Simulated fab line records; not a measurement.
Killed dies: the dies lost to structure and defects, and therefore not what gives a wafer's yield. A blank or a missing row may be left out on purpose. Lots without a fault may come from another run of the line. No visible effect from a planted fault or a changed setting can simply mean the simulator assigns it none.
The same fault as seen by 2 desks    flow sky130    each desk holds nothing but its own numbers, with what lay behind them at the end

THE METROLOGY DESK
What the gauges read, lot by lot, whatever tool the lot ran on: means of the sampled wafers that have a number. Marked OUT: a lot whose mean sits more than 4 standard deviations from the usual mean, which makes it out of limits; the brackets give that distance.
Columns: A = SONOS_ONO_CVD_04_THK at SKY_SONOS_ONO_THK_MEAS_05, usual 5.72 nm; B = POLY_GATE_OVL at SKY_POLY_GATE_OVL_MEAS_14, usual 1 nm
lot   first seen here  A     B
L265  day 11 09:28     5.60  6
L266  day 12 01:20     5.67  1
L271  day 13 20:47     5.78  1
L272  day 14 05:01     5.80  4
L273  day 14 09:50     5.75  -2
L274  day 14 12:36     5.79  -1
L275  day 14 22:53     5.65  2
L276  day 15 06:34     5.81  10
L277  day 15 13:09     5.60  0
L280  day 16 06:11     5.69  1
L282  day 17 04:58     5.68  3
L281  day 17 04:59     5.64  5
L283  day 17 15:10     5.83  1
L288  day 19 14:36     5.73  -9
This desk's finding: nothing out of limits on any of the 14 lots.

TOOL OWNER'S DESK, rieSi-02
The tool's own readings at SKY_POLY_GATE_ETCH_17 (etches poly-Si in HBr/Cl2, stops on SiO2, target depth 180 nm, time 70.5 s): means of the sampled wafers that have a number, for each lot that ran on this tool. Marked OUT: a lot whose mean sits more than 4 standard deviations from the usual mean, which makes it out of limits; the brackets give that distance.
Columns: A = drypumpMotorCurrentA at SKY_POLY_GATE_ETCH_17, usual 5.7 A; B = heBacksideLeakSccm at SKY_POLY_GATE_ETCH_17, usual 2.73 sccm; C = mfcCl2Sccm at SKY_POLY_GATE_ETCH_17, usual 49.99 sccm; D = oesProductAu at SKY_POLY_GATE_ETCH_17, usual 0.986 a.u.; E = rfFwdPowerW at SKY_POLY_GATE_ETCH_17, usual 397.1 W; F = throttleValvePct at SKY_POLY_GATE_ETCH_17, usual 33.684 %
lot   first seen here  A    B     C      D                E      F
L272  day 19 04:30     5.6  2.65  49.96  0.988            396.8  33.686
L273  day 19 11:59     5.5  2.80  50.11  0.980            396.7  33.681
L274  day 19 14:46     5.7  2.82  50.00  0.982            396.6  33.688
L275  day 20 06:26     5.7  2.76  49.81  0.994            397.2  33.682
L276  day 20 13:48     5.7  2.79  50.09  0.986            397.5  33.688
L280  day 21 15:41     5.7  3.46  50.07  0.886 (-12) OUT  398.4  33.683
L283  day 23 00:56     5.6  2.52  50.19  0.884 (-12) OUT  396.9  33.684
Finding of this desk: L280, L283 out of limits; the first was L280 at day 21 15:41, on oesProductAu at SKY_POLY_GATE_ETCH_17. L272, L273, L274, L275, L276: within limits.

BROUGHT TOGETHER
At day 21 15:41, on L280, L283, the tool owner's desk was in a position to raise an alarm.
Metrology desk: nothing out of limits seen.
The metrology desk has L280, L283 on record, within its limits.
SKY_POLY_GATE_ETCH_17 was run on rieSi-02 by each of the lots named.

WHAT WAS PUT IN BY THE SIMULATOR
rieSi-02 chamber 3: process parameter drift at SKY_POLY_GATE_ETCH_17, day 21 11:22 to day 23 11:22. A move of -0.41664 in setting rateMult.
Struck lots among those shown: L280, L283.
How many hours passed from the start of the fault until each desk's first out-of-limits reading: the tool owner's desk, 4.
